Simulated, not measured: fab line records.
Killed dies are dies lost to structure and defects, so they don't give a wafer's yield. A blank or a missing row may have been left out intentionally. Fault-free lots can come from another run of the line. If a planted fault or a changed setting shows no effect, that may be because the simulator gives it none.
fab line records	flow sky130	part 1 of 2: steps 1 to 42 of 43
record: lots: 6	wafers: 18	last_day: 50
route steps=708 shown POLY_CUT@317 SD_P@320 RES_XHIGH@332 SD_N@342 PAD_OPEN@708
lots untouched by any fault: they come from a run of this same line in which no faults occurred
start_h: the number of hours between the record's first day and the start of the first shown wafer of the lot	wait_h: time in hours since the lot's previous step	" as in the row above	L1.1+2: one row covering several wafers at once	- value missing, or start not given	* or withheld: withheld	< > ~ a bound
route shown NAME@n: names a module that has steps shown in the file, with the first one's number in the route	usual: average and standard deviation across the fault-free wafers	same: alike in all rows	chamber/n: place in a boat	sites: each site's reading	_std_site: standard deviation of those values	_edge_site: inner sites' mean taken away from outer sites' mean	radius_mm: how far each site lies from the wafer's centre	mask NAME#n: copy n	behind: tool/chamber where the wafer was last shaped	hold: the reason the lot was held/the length of the hold in hours/how it ended	device: the transistor (n, p or np) that didn't switch	end of line: the route-end tests of the same wafers	where a step has no rows: the recipe by itself	killed: dies that structure and defects cost at the first sort, which is not the same as the wafer's yield	map: the dies of a wafer, with x for killed, . for not killed, _ for no die there
set.NAME: the run value of the setting; set.NAME@STEP: its run value at that earlier step	model.NAME: the simulator's own value behind a step, which no gauge read
lots at selected steps of the route; one table per step, one row per wafer
services: from which hour (start_h, from the record's first day; less than 0 if before it) a tool's chamber was out of use, for how many hours, and why
== steps ==
step: SKY_POLY_CUT_ETCH_10
recipe: chemistry: N2/H2	target: BARC	ion_energy_ev: 200	source_w: 500	bias_w: 100	pressure_mtorr: 30	n2_flow_sccm: 100	h2_flow_sccm: 200	stop_on: SiO2	time_s: 45.9	target_depth_a: 600
usual: drypump_motor_current_A: 5.7/0.58	oes_product_au: 0.854/0.0051	throttle_valve_pct: 13.227/0.0093
lot.wafer	tool	chamber	start_h	wait_h	drypump_motor_current_A	oes_product_au	rf_hours_counter_h	throttle_valve_pct
L641.1	rie_diel-02	3	594.80	0.0	6.2	0.856	9	13.237
L641.2	"	1	"	"	5.5	0.862	3	13.213
L641.6	"	1	"	"	5.5	0.856	-	13.225
L647.1	rie_diel-03	3	645.48	0.0	5.5	0.855	11	13.227
L647.4	"	1	"	"	6.0	0.849	8	13.244
L647.5	"	2	"	"	5.3	0.851	-	13.220
L653.1	rie_diel-04	2	698.10	0.0	5.7	0.842	16	13.238
L653.3	"	3	"	"	6.4	0.855	9	13.239
L653.4	"	1	"	"	4.8	0.858	42	13.228
L655.1	rie_diel-02	2	700.18	0.0	4.7	0.859	2	13.223
L655.2	"	1	"	"	5.5	0.860	5	13.229
L655.6	"	2	"	"	4.7	0.862	-	13.217
L656.1	rie_diel-02	1	715.23	0.0	5.5	0.856	6	13.229
L656.2	"	2	"	"	4.7	0.848	3	13.214
L656.6	"	0	"	"	5.6	0.861	-	13.230
L660.1	rie_diel-03	1	741.82	0.0	6.0	0.860	10	13.221
L660.3	"	3	"	"	5.5	0.859	13	13.239
L660.6	"	2	"	"	5.3	0.853	-	13.224
step: SKY_POLY_CUT_ETCH_11
recipe: target: Si3N4	chemistry: CF4/CH2F2/Ar	stop_on: poly-Si	source_w: 600	bias_w: 150	pressure_mtorr: 40	cf4_flow_sccm: 40	ch2f2_flow_sccm: 20	Ar_flow_sccm: 150	time_s: 42.5	target_depth_a: 600
usual: drypump_motor_current_A: 5.7/0.57	oes_product_au: 0.829/0.0064	throttle_valve_pct: 14.993/0.0087
lot.wafer	tool	chamber	start_h	wait_h	drypump_motor_current_A	oes_product_au	rf_hours_counter_h	throttle_valve_pct
L641.1	rie_diel-02	3	594.84	0.0	6.2	0.829	9	14.979
L641.2	"	1	"	"	5.5	0.828	3	14.990
L641.6	"	1	"	"	5.5	0.837	-	14.980
L647.1	rie_diel-03	3	645.53	0.0	5.6	0.822	11	14.997
L647.4	"	1	"	"	6.0	0.834	8	14.984
L647.5	"	2	"	"	5.3	0.826	-	14.980
L653.1	rie_diel-04	2	698.15	0.0	5.8	0.832	16	14.983
L653.3	"	3	"	"	6.3	0.846	9	14.978
L653.4	"	1	"	"	4.8	0.836	42	15.002
L655.1	rie_diel-02	2	700.23	0.0	4.7	0.827	2	14.989
L655.2	"	1	"	"	5.5	0.830	5	14.984
L655.6	"	2	"	"	4.7	0.832	-	15.002
L656.1	rie_diel-02	1	715.28	0.0	5.5	0.828	6	14.976
L656.2	"	2	"	"	4.7	0.824	3	14.993
L656.6	"	0	"	"	5.6	0.834	-	14.986
L660.1	rie_diel-03	1	741.86	0.0	6.0	0.824	10	14.995
L660.3	"	3	"	"	5.5	0.834	13	14.984
L660.6	"	3	"	"	5.5	0.826	-	15.004
step: SKY_POLY_CUT_STRIP_12
recipe: chemistry: O2/N2	power_w: 1400	pressure_mtorr: 1500	platen_temp_c: withheld	o2_flow_sccm: 3000	n2_flow_sccm: 300	overash_fraction: 0.5
usual: drypump_motor_current_A: 5.4/0.33	oes_product_au: 0.452/0.0043	strip_time_to_endpoint_s: 5.357/0.021
lot.wafer	tool	chamber	start_h	wait_h	drypump_motor_current_A	oes_product_au	rf_hours_counter_h	strip_time_to_endpoint_s
L641.1	plasma_asher-03	1	594.88	0.0	5.2	0.453	76	5.382
L641.2	"	0	"	"	4.8	0.453	76	5.370
L641.6	"	0	"	"	4.9	0.458	-	5.397
L647.1	plasma_asher-02	1	645.57	0.0	5.5	0.450	99	5.338
L647.4	"	0	"	"	5.8	0.456	-	5.365
L647.5	"	0	"	"	5.8	0.448	-	5.370
L653.1	plasma_asher-02	0	698.19	0.0	5.8	0.448	105	5.367
L653.3	"	0	"	"	5.8	0.451	-	5.361
L653.4	"	1	"	"	5.5	0.455	-	5.381
L655.1	plasma_asher-03	0	700.27	0.0	4.9	0.451	87	5.359
L655.2	"	1	"	"	5.2	0.455	87	5.369
L655.6	"	0	"	"	4.9	0.450	-	5.371
L656.1	plasma_asher-03	1	715.32	0.0	5.2	0.448	88	5.392
L656.2	"	0	"	"	4.9	0.458	88	5.381
L656.6	"	1	"	"	5.2	0.456	-	5.371
L660.1	plasma_asher-03	1	741.90	0.0	5.2	0.454	91	5.367
L660.3	"	0	"	"	4.9	0.443	-	5.358
L660.6	"	1	"	"	5.2	0.454	-	5.379
step: SKY_SD_P_DEHYDRATE_00
recipe: temp_c: 200	time_s: 60
step: SKY_SD_P_HMDS_01
recipe: prime_time_s: 60	prime_temp_c: 120
step: SKY_SD_P_COAT_02
recipe: resist: NOVOLAK	spin_rpm: 3000	resist_thk_nm: 1140
step: SKY_SD_P_SOFTBAKE_03
recipe: temp_c: 90	time_s: 60	resist: NOVOLAK
step: SKY_SD_P_EXPOSE_04
recipe: mask_id: PSDM	na: 0.6	source_shape: conventional	sigma_outer: 0.6	polarization: unpolarized	target_cd_nm: 380	dose_mj: 138
step: SKY_SD_P_PEB_05
recipe: temp_c: withheld	time_s: *	resist: NOVOLAK
step: SKY_SD_P_DEVELOP_06
recipe: resist: NOVOLAK	developer: TMAH	develop_time_s: 60	dev_temp_c: 23
step: SKY_SD_P_CD_MEAS_07
recipe: target_cd_nm: 380
usual: cd_nm: 379.9/2.3
lot.wafer	tool	chamber	start_h	wait_h	cd_nm
L641.1	cd_sem-02	-	624.30	0.1	381.3
L641.2	"	-	"	"	380.5
L641.6	"	-	"	"	382.0
L647.1	cd_sem-02	-	673.44	0.1	378.8
L647.4	"	-	"	"	375.7
L647.5	"	-	"	"	375.8
L653.1	cd_sem-01	-	726.40	0.1	379.6
L653.3	"	-	"	"	378.9
L653.4	"	-	"	"	381.9
L655.1	cd_sem-01	-	727.94	0.1	378.2
L655.2	"	-	"	"	377.9
L655.6	"	-	"	"	379.8
L656.1	cd_sem-01	-	742.68	0.1	377.2
L656.2	"	-	"	"	378.5
L656.6	"	-	"	"	378.6
L660.1	cd_sem-01	-	767.98	0.1	380.0
L660.3	"	-	"	"	379.3
L660.6	"	-	"	"	380.6
step: SKY_SD_P_OVL_MEAS_08
usual: SD_P_OVL: 0.5/1.5
lot.wafer	tool	chamber	start_h	wait_h	SD_P_OVL[nm]
L641.1	overlay-01	-	624.42	0.1	1.3
L641.2	"	-	"	"	0.2
L641.6	"	-	"	"	-1.3
L647.1	overlay-01	-	673.56	0.1	0.0
L647.4	"	-	"	"	0.3
L647.5	"	-	"	"	0.3
L653.1	overlay-02	-	726.52	0.1	1.5
L653.3	"	-	"	"	1.9
L653.4	"	-	"	"	1.9
L655.1	overlay-01	-	728.06	0.1	3.8
L655.2	"	-	"	"	1.0
L655.6	"	-	"	"	2.0
L656.1	overlay-01	-	742.80	0.1	2.1
L656.2	"	-	"	"	2.1
L656.6	"	-	"	"	1.9
L660.1	overlay-01	-	768.10	0.1	0.7
L660.3	"	-	"	"	1.2
L660.6	"	-	"	"	0.6
step: SKY_SD_P_IMPLANT_09
recipe: species: BF2	energy_kev: 20	dose_cm2: 3e+15	tilt_deg: 0
usual: end_station_pressure_torr: 1.28e-05/1.3e-06
same: implant_ion_amu: 49
lot.wafer	tool	chamber	start_h	wait_h	end_station_pressure_torr
L641.1	implanter-03	0	624.45	0.0	1.4e-05
L641.2	"	0	"	"	1.48e-05
L641.6	"	0	"	"	1.56e-05
L647.1	implanter-01	0	673.60	0.0	1.24e-05
L647.4	"	0	"	"	1.25e-05
L647.5	"	0	"	"	1.21e-05
L653.1	implanter-01	0	726.55	0.0	1.47e-05
L653.3	"	0	"	"	1.28e-05
L653.4	"	0	"	"	1.32e-05
L655.1	implanter-03	0	728.10	0.0	1.32e-05
L655.2	"	0	"	"	1.37e-05
L655.6	"	0	"	"	1.43e-05
L656.1	implanter-01	0	742.83	0.0	1.27e-05
L656.2	"	0	"	"	1.37e-05
L656.6	"	0	"	"	1.36e-05
L660.1	implanter-02	0	768.13	0.0	1.08e-05
L660.3	"	0	"	"	1.15e-05
L660.6	"	0	"	"	1.07e-05
step: SKY_SD_P_STRIP_10
recipe: chemistry: O2/N2	power_w: 1400	pressure_mtorr: 1500	platen_temp_c: withheld	o2_flow_sccm: 3000	n2_flow_sccm: 300	overash_fraction: 0.5
usual: drypump_motor_current_A: 5.76/0.17	oes_product_au: 0.618/0.0045	strip_time_to_endpoint_s: 17.50/0.038
lot.wafer	tool	chamber	start_h	wait_h	drypump_motor_current_A	oes_product_au	rf_hours_counter_h	strip_time_to_endpoint_s
L641.1	plasma_asher-02	1	624.60	0.1	5.54	0.616	97	17.49
L641.2	"	0	"	"	5.77	0.617	97	17.48
L641.6	"	0	"	"	5.77	0.617	-	17.47
L647.1	plasma_asher-02	0	673.75	0.1	5.73	0.612	102	17.48
L647.4	"	0	"	"	5.74	0.619	-	17.46
L647.5	"	0	"	"	5.74	0.616	-	17.51
L653.1	plasma_asher-01	0	726.70	0.1	5.95	0.625	30	17.16
L653.3	"	0	"	"	5.96	0.629	-	17.16
L653.4	"	1	"	"	5.93	0.635	-	17.14
L655.1	plasma_asher-02	1	728.25	0.1	5.53	0.626	108	17.53
L655.2	"	0	"	"	5.79	0.617	108	17.55
L655.6	"	1	"	"	5.56	0.617	-	17.51
L656.1	plasma_asher-02	1	742.98	0.1	5.52	0.621	0	17.12
L656.2	"	0	"	"	5.79	0.630	0	17.12
L656.6	"	1	"	"	5.53	0.626	-	17.11
L660.1	plasma_asher-02	1	768.28	0.1	5.53	0.608	3	17.48
L660.3	"	0	"	"	5.79	0.625	-	17.48
L660.6	"	1	"	"	5.54	0.610	-	17.45
step: SKY_SD_P_TW_MEAS_11
usual: SD_P_TW: 2811/20
lot.wafer	tool	chamber	start_h	wait_h	SD_P_TW
L641.1	film_metro-01	-	624.70	0.1	2793
L641.2	"	-	"	"	2811
L641.6	"	-	"	"	2811
L647.1	film_metro-01	-	673.85	0.1	2796
L647.4	"	-	"	"	2811
L647.5	"	-	"	"	2803
L653.1	film_metro-02	-	726.80	0.1	2742
L653.3	"	-	"	"	2732
L653.4	"	-	"	"	2737
L655.1	film_metro-04	-	728.35	0.1	2854
L655.2	"	-	"	"	2839
L655.6	"	-	"	"	2824
L656.1	film_metro-04	-	743.08	0.1	2742
L656.2	"	-	"	"	2732
L656.6	"	-	"	"	2745
L660.1	film_metro-04	-	768.38	0.1	2833
L660.3	"	-	"	"	2819
L660.6	"	-	"	"	2824
step: SKY_RES_XHIGH_DEHYDRATE_00
recipe: temp_c: 200	time_s: 60
step: SKY_RES_XHIGH_HMDS_01
recipe: prime_time_s: 60	prime_temp_c: 120
step: SKY_RES_XHIGH_COAT_02
recipe: resist: NOVOLAK	spin_rpm: 3000	resist_thk_nm: 1140
step: SKY_RES_XHIGH_SOFTBAKE_03
recipe: temp_c: 90	time_s: 60	resist: NOVOLAK
step: SKY_RES_XHIGH_EXPOSE_04
recipe: mask_id: URPM	na: 0.6	source_shape: conventional	sigma_outer: 0.6	polarization: unpolarized	target_cd_nm: 1270	dose_mj: 140
step: SKY_RES_XHIGH_PEB_05
recipe: temp_c: withheld	time_s: *	resist: NOVOLAK
step: SKY_RES_XHIGH_DEVELOP_06
recipe: resist: NOVOLAK	developer: TMAH	develop_time_s: 60	dev_temp_c: 23
step: SKY_RES_XHIGH_IMPLANT_07
recipe: species: BF2	energy_kev: 20	dose_cm2: 3.6e+14	tilt_deg: 0
step: SKY_RES_XHIGH_STRIP_08
recipe: chemistry: O2/N2	power_w: 1400	pressure_mtorr: 1500	platen_temp_c: withheld	o2_flow_sccm: 3000	n2_flow_sccm: 300	overash_fraction: 0.5
usual: drypump_motor_current_A: 5.6/0.39	oes_product_au: 0.711/0.0043	strip_time_to_endpoint_s: 14.26/0.037
lot.wafer	tool	chamber	start_h	wait_h	drypump_motor_current_A	oes_product_au	rf_hours_counter_h	strip_time_to_endpoint_s
L641.1	plasma_asher-01	0	652.74	0.1	5.9	0.712	22	14.20
L641.2	"	1	"	"	6.0	0.709	22	14.27
L641.6	"	0	"	"	5.9	0.707	-	14.25
L647.1	plasma_asher-02	1	701.95	0.1	5.5	0.710	105	14.26
L647.4	"	1	"	"	5.5	0.708	-	14.22
L647.5	"	1	"	"	5.5	0.706	-	14.27
L653.1	plasma_asher-01	1	754.09	0.1	6.0	0.714	33	14.28
L653.3	"	0	"	"	5.9	0.711	-	14.31
L653.4	"	1	"	"	6.0	0.717	-	14.35
L655.1	plasma_asher-01	1	755.34	0.1	6.0	0.717	33	14.25
L655.2	"	0	"	"	5.9	0.715	33	14.28
L655.6	"	1	"	"	6.0	0.711	-	14.22
L656.1	plasma_asher-03	0	769.70	0.1	4.9	0.712	94	14.26
L656.2	"	1	"	"	5.2	0.712	94	14.27
L656.6	"	0	"	"	4.9	0.708	-	14.25
L660.1	plasma_asher-02	1	794.23	0.1	5.5	0.703	5	14.26
L660.3	"	1	"	"	5.5	0.709	-	14.24
L660.6	"	0	"	"	5.8	0.713	-	14.23
step: SKY_RES_XHIGH_TW_MEAS_09
usual: RES_XHIGH_TW: 1627/11
lot.wafer	tool	chamber	start_h	wait_h	RES_XHIGH_TW
L641.1	film_metro-02	-	652.84	0.1	1622
L641.2	"	-	"	"	1621
L641.6	"	-	"	"	1613
L647.1	film_metro-01	-	702.05	0.1	1610
L647.4	"	-	"	"	1605
L647.5	"	-	"	"	1613
L653.1	film_metro-04	-	754.19	0.1	1633
L653.3	"	-	"	"	1617
L653.4	"	-	"	"	1628
L655.1	film_metro-01	-	755.44	0.1	1621
L655.2	"	-	"	"	1627
L655.6	"	-	"	"	1623
L656.1	film_metro-01	-	769.80	0.1	1621
L656.2	"	-	"	"	1619
L656.6	"	-	"	"	1627
L660.1	film_metro-01	-	794.33	0.1	1620
L660.3	"	-	"	"	1615
L660.6	"	-	"	"	1617
step: SKY_SD_N_DEHYDRATE_00
recipe: temp_c: 200	time_s: 60
step: SKY_SD_N_HMDS_01
recipe: prime_time_s: 60	prime_temp_c: 120
step: SKY_SD_N_COAT_02
recipe: resist: NOVOLAK	spin_rpm: 3000	resist_thk_nm: 1140
step: SKY_SD_N_SOFTBAKE_03
recipe: temp_c: 90	time_s: 60	resist: NOVOLAK
step: SKY_SD_N_EXPOSE_04
recipe: mask_id: NSDM	na: 0.6	source_shape: conventional	sigma_outer: 0.6	polarization: unpolarized	target_cd_nm: 380	dose_mj: 141
step: SKY_SD_N_PEB_05
recipe: temp_c: withheld	time_s: *	resist: NOVOLAK
step: SKY_SD_N_DEVELOP_06
recipe: resist: NOVOLAK	developer: TMAH	develop_time_s: 60	dev_temp_c: 23
step: SKY_SD_N_CD_MEAS_07
recipe: target_cd_nm: 380
usual: cd_nm: 378.8/2.1
lot.wafer	tool	chamber	start_h	wait_h	cd_nm
L641.1	cd_sem-01	-	680.00	0.1	378.6
L641.2	"	-	"	"	377.4
L641.6	"	-	"	"	378.6
L647.1	cd_sem-01	-	729.40	0.1	377.4
L647.4	"	-	"	"	377.0
L647.5	"	-	"	"	376.6
L653.1	cd_sem-01	-	779.30	0.1	380.6
L653.3	"	-	"	"	376.5
L653.4	"	-	"	"	378.8
L655.1	cd_sem-01	-	780.20	0.1	380.6
L655.2	"	-	"	"	378.5
L655.6	"	-	"	"	382.6
L656.1	cd_sem-02	-	795.59	0.1	379.5
L656.2	"	-	"	"	378.0
L656.6	"	-	"	"	380.2
L660.1	cd_sem-01	-	821.19	0.1	380.9
L660.3	"	-	"	"	381.7
L660.6	"	-	"	"	381.3
step: SKY_SD_N_OVL_MEAS_08
usual: SD_N_OVL: -0.4/1.4
lot.wafer	tool	chamber	start_h	wait_h	SD_N_OVL[nm]
L641.1	overlay-02	-	680.12	0.1	-0.3
L641.2	"	-	"	"	-1.3
L641.6	"	-	"	"	1.4
L647.1	overlay-01	-	729.52	0.1	-0.9
L647.4	"	-	"	"	0.2
L647.5	"	-	"	"	-2.0
L653.1	overlay-02	-	779.42	0.1	-2.3
L653.3	"	-	"	"	0.2
L653.4	"	-	"	"	-1.0
L655.1	overlay-01	-	780.32	0.1	-1.3
L655.2	"	-	"	"	-1.0
L655.6	"	-	"	"	-1.9
L656.1	overlay-02	-	795.71	0.1	2.6
L656.2	"	-	"	"	2.7
L656.6	"	-	"	"	0.5
L660.1	overlay-01	-	821.31	0.1	-0.5
L660.3	"	-	"	"	-2.9
L660.6	"	-	"	"	-1.0
step: SKY_SD_N_IMPLANT_09
recipe: species: As	energy_kev: 50	dose_cm2: 4e+15	tilt_deg: 0
step: SKY_SD_N_IMPLANT_10
recipe: species: P	energy_kev: 20	dose_cm2: 1e+14	tilt_deg: 0
step: SKY_SD_N_STRIP_11
recipe: chemistry: O2/N2	power_w: 1400	pressure_mtorr: 1500	platen_temp_c: withheld	o2_flow_sccm: 3000	n2_flow_sccm: 300	overash_fraction: 0.5
step: SKY_SD_N_TW_MEAS_12
usual: SD_N_TW: 3958/29
lot.wafer	tool	chamber	start_h	wait_h	SD_N_TW
L641.1	film_metro-02	-	680.55	0.1	3936
L641.2	"	-	"	"	3955
L641.6	"	-	"	"	3948
L647.1	film_metro-01	-	729.95	0.1	3921
L647.4	"	-	"	"	3935
L647.5	"	-	"	"	3892
L653.1	film_metro-04	-	779.85	0.1	3993
L653.3	"	-	"	"	4009
L653.4	"	-	"	"	4000
L655.1	film_metro-01	-	780.75	0.1	3934
L655.2	"	-	"	"	3921
L655.6	"	-	"	"	3930
L656.1	film_metro-02	-	796.15	0.1	3973
L656.2	"	-	"	"	3979
L656.6	"	-	"	"	3975
L660.1	film_metro-04	-	821.75	0.1	3991
L660.3	"	-	"	"	3992
L660.6	"	-	"	"	3988
step: SKY_SD_N_CLEAN_13
recipe: chemistry: SC1/SC2	mix: 1:4:20	temp_c: 70	time_s: 150	dry: n2_spin
step: SKY_SD_N_RTA_14
recipe: temp_c: 1075	time_s: 2	idle_temp_c: 650	ramp_up_c_per_s: 150	ramp_down_c_per_s: 90	ambient: N2
usual: lamp_power_pct: 15.74/0.056	wafer_temp_C_max: 1078.1/1.3
lot.wafer	tool	chamber	start_h	wait_h	lamp_power_pct	wafer_temp_C_max
L641.1	rtp_anneal-02	0	680.66	0.0	15.71	1078.4
L641.2	"	0	"	"	15.71	1078.0
L641.6	"	0	"	"	15.82	1081.6
L647.1	rtp_anneal-01	0	730.07	0.0	15.74	1077.9
L647.4	"	0	"	"	15.78	1079.1
L647.5	"	0	"	"	15.75	1078.6
L653.1	rtp_anneal-02	0	779.96	0.0	15.86	1077.2
L653.3	"	0	"	"	15.67	1078.9
L653.4	"	0	"	"	15.72	1078.1
L655.1	rtp_anneal-01	0	780.86	0.0	15.77	1078.6
L655.2	"	0	"	"	15.65	1077.8
L655.6	"	0	"	"	15.80	1078.3
L656.1	rtp_anneal-02	0	796.26	0.0	15.71	1077.5
L656.2	"	0	"	"	15.62	1078.2
L656.6	"	0	"	"	15.72	1075.4
L660.1	rtp_anneal-02	0	821.86	0.0	15.75	1075.3
L660.3	"	0	"	"	15.72	1078.1
L660.6	"	0	"	"	15.69	1079.0
step: SKY_SD_N_RS_MEAS_16
recipe: thk_meas_gauge: four-point-probe
usual: SD_N_RS: 68.56/0.1
lot.wafer	tool	chamber	start_h	wait_h	SD_N_RS[ohm/sq]
L641.1	film_metro-04	-	680.84	0.1	68.52
L641.2	"	-	"	"	68.52
L641.6	"	-	"	"	68.44
L647.1	film_metro-04	-	730.25	0.1	68.45
L647.4	"	-	"	"	68.47
L647.5	"	-	"	"	68.46
L653.1	film_metro-02	-	780.14	0.1	68.73
L653.3	"	-	"	"	68.62
L653.4	"	-	"	"	68.49
L655.1	film_metro-04	-	781.04	0.1	68.37
L655.2	"	-	"	"	68.39
L655.6	"	-	"	"	68.55
L656.1	film_metro-01	-	796.43	0.1	68.82
L656.2	"	-	"	"	68.57
L656.6	"	-	"	"	68.68
L660.1	film_metro-02	-	822.03	0.1	68.47
L660.3	"	-	"	"	68.55
L660.6	"	-	"	"	68.46
step: SKY_SD_N_RS_MEAS_17
recipe: thk_meas_gauge: four-point-probe
usual: SD_P_RS: 147.1/0.37
lot.wafer	tool	chamber	start_h	wait_h	SD_P_RS[ohm/sq]
L641.1	film_metro-04	-	680.96	0.1	146.3
L641.2	"	-	"	"	147.0
L641.6	"	-	"	"	146.4
L647.1	film_metro-04	-	730.37	0.1	146.7
L647.4	"	-	"	"	147.0
L647.5	"	-	"	"	147.0
L653.1	film_metro-02	-	780.26	0.1	150.5
L653.3	"	-	"	"	149.9
L653.4	"	-	"	"	150.0
L655.1	film_metro-04	-	781.16	0.1	146.7
L655.2	"	-	"	"	146.7
L655.6	"	-	"	"	146.7
L656.1	film_metro-01	-	796.55	0.1	150.2
L656.2	"	-	"	"	150.1
L656.6	"	-	"	"	150.2
L660.1	film_metro-02	-	822.15	0.1	147.1
L660.3	"	-	"	"	147.5
L660.6	"	-	"	"	147.2
== key ==
first_sign: step: SKY_SD_P_STRIP_10	reading: strip_time_to_endpoint_s	direction: down	sigmas: 9.6	usual: *	struck: *
effect: step: SKY_SD_P_TW_MEAS_11	reading: SD_P_TW	direction: down	sigmas: 3.7	usual: 2811	struck: 2738
effect: step: SKY_SD_N_RS_MEAS_17	reading: SD_P_RS	direction: up	sigmas: 8.1	usual: 147.1	struck: 150.1
model_effect: step: SKY_PAD_OPEN_PROBE_99	value: etest.res_high_po.line_ohm_um	without: 750.5	struck: 853.3
met_at SKY_SD_P_IMPLANT_09
struck_wafers L653.1,L653.3,L653.4,L656.1,L656.2,L656.6
tester_left_out L653,L656
onset_between 673.60 726.55
fault: kind: process_parameter_drift	tool: implanter-01	chamber: -	onset_h: 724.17	steps: SKY_SD_P_IMPLANT_09	channel: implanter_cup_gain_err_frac	offset: 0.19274	shape: step	end_h: 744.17
tester_left_out: of these lots the tester's yield and bins aren't shown, on N5 and GAA mostly nor the transistor test; their killed dies are dies lost to structure and defects alone, not to doping, threshold or leakage, so they don't give the yield
